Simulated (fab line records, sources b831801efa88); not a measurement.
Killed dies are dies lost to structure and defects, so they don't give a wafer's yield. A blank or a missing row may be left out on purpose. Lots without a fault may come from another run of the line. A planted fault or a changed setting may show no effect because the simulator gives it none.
A struck lot beside a sound one | flow sky130 | 16 steps out of a route of 708
Sound: wafers L403.1, L403.5, L403.6. Struck: wafer L413.5. (L413.2, L413.6 of the same lot were not struck and are left out.) The cause comes at the end.
At each step with rows: each side's tool, then ch and its chambers, then its first start. Under that, the readings that differ: sound wafers | struck wafers | difference of the means | sigmas: that difference in standard deviations of wafers without a fault.
alike: readings whose means differ by less than 2 such deviations, and words and numbers that are the same on both sides. not compared: withheld readings, readings that some wafer has no value for, bounds like >300 that may hide the same value, and numbers for which the record gives no deviation and whose values overlap.
The two part at a step that has a row with sigmas, a row that says differs or no value, or rows on one side only. Numbers that don't overlap but have no deviation are shown without sigmas and don't part them. A reading that every wafer of one side lacks parts them only if that side has two wafers or more.

SKY_POLY_GATE_THK_MEAS_04:
  sound on film_metro-02, day 15 17:11; struck on film_metro-03, day 19 16:04
  reading                   | sound          | struck | difference | sigmas
  POLY_GATE_CVD_03_THK (nm) | 74.0 74.0 74.1 | 75.6   | +1.6       | +3
then, 8 steps without rows for these wafers: SKY_POLY_GATE_DEHYDRATE_05 (time 60 s); SKY_POLY_GATE_HMDS_06 (prime time 60 s); SKY_POLY_GATE_COAT_07 (resist thk 110 nm); SKY_POLY_GATE_COAT_08 (resist thk 450 nm); SKY_POLY_GATE_SOFTBAKE_09 (time 90 s); SKY_POLY_GATE_EXPOSE_10 (exposes mask P1M, target cd 150 nm); SKY_POLY_GATE_PEB_11; SKY_POLY_GATE_DEVELOP_12 (develop time 60 s).
SKY_POLY_GATE_CD_MEAS_13: target cd 150 nm.
  sound on cd_sem-02, day 16 21:10; struck on cd_sem-01, day 20 22:25
  alike: cd_nm
SKY_POLY_GATE_OVL_MEAS_14:
  sound on overlay-02, day 16 21:17; struck on overlay-02, day 20 22:31
  alike: POLY_GATE_OVL
SKY_POLY_GATE_ETCH_15: etches BARC in N2/H2, stops on SiO2, time 118.5 s, target depth 110 nm.
  sound on rie_diel-04 ch 0,3, day 16 21:20; struck on rie_diel-02 ch 3, day 20 22:33
  alike: drypump_motor_current_A, oes_product_au, run_length_s, throttle_valve_pct
  not compared: rf_hours_counter_h
SKY_POLY_GATE_ETCH_16: etches Si3N4 in CH3F/O2, stops on poly-Si, time 147.5 s, target depth 75 nm.
  sound on rie_diel-04 ch 0,3, day 16 21:25; struck on rie_diel-02 ch 3, day 20 22:38
  reading                                          | sound             | struck | difference | sigmas
  oes_product_au (a.u.)                            | 0.644 0.635 0.635 | 0.688  | +0.050     | +9
  run_length_s (s)                                 | 175.3 175.6 175.4 | 164.9  | -10.5      | -21
  model.KrF-thick_of_POLY_GATE_COAT_08.thk_nm (nm) | 239.2 239.7 239   | 236.6  | -2.7       |
  alike: drypump_motor_current_A, throttle_valve_pct
  not compared: rf_hours_counter_h
SKY_POLY_GATE_ETCH_17: etches poly-Si in HBr/Cl2, stops on SiO2, target depth 180 nm, time 70.5 s.
  sound on rie_si-02 ch 1,2, day 16 21:31; struck on rie_si-02 ch 3, day 20 22:44
  reading                                          | sound             | struck | difference | sigmas
  model.KrF-thick_of_POLY_GATE_COAT_08.thk_nm (nm) | 144.8 144.7 143.2 | 140.4  | -3.8       |
  alike: drypump_motor_current_A, oes_product_au, run_length_s, throttle_valve_pct
  not compared: rf_hours_counter_h
SKY_POLY_GATE_STRIP_18: strips in O2/N2.
  sound on plasma_asher-01 ch 0,1, day 16 21:34; struck on plasma_asher-02 ch 1, day 20 22:47
  alike: drypump_motor_current_A, oes_product_au, strip_time_to_endpoint_s
  not compared: rf_hours_counter_h
-- the record jumps here: 28 days lie between the struck wafers' starts before and after (it left off in module POLY_GATE and takes up again in module PAD_OPEN, whose first step shown is number 708 of the route) --
SKY_PAD_OPEN_PROBE_99:
  sound on prober-01, day 46 04:50; struck on prober-02, day 48 18:58
  reading            | sound    | struck | difference | sigmas
  killed_at_M0_to_M3 | 44 47 38 | 28     | -15        | -2
  killed_open        | 43 53 42 | 32     | -14        | -2
  alike: killed_at_M4_up, killed_at_contacts, killed_at_front_end, killed_at_other, killed_dies, killed_short

WHERE THEY PART
First at SKY_POLY_GATE_THK_MEAS_04; last, within this record, at SKY_PAD_OPEN_PROBE_99.

WHY: what the simulator had put in
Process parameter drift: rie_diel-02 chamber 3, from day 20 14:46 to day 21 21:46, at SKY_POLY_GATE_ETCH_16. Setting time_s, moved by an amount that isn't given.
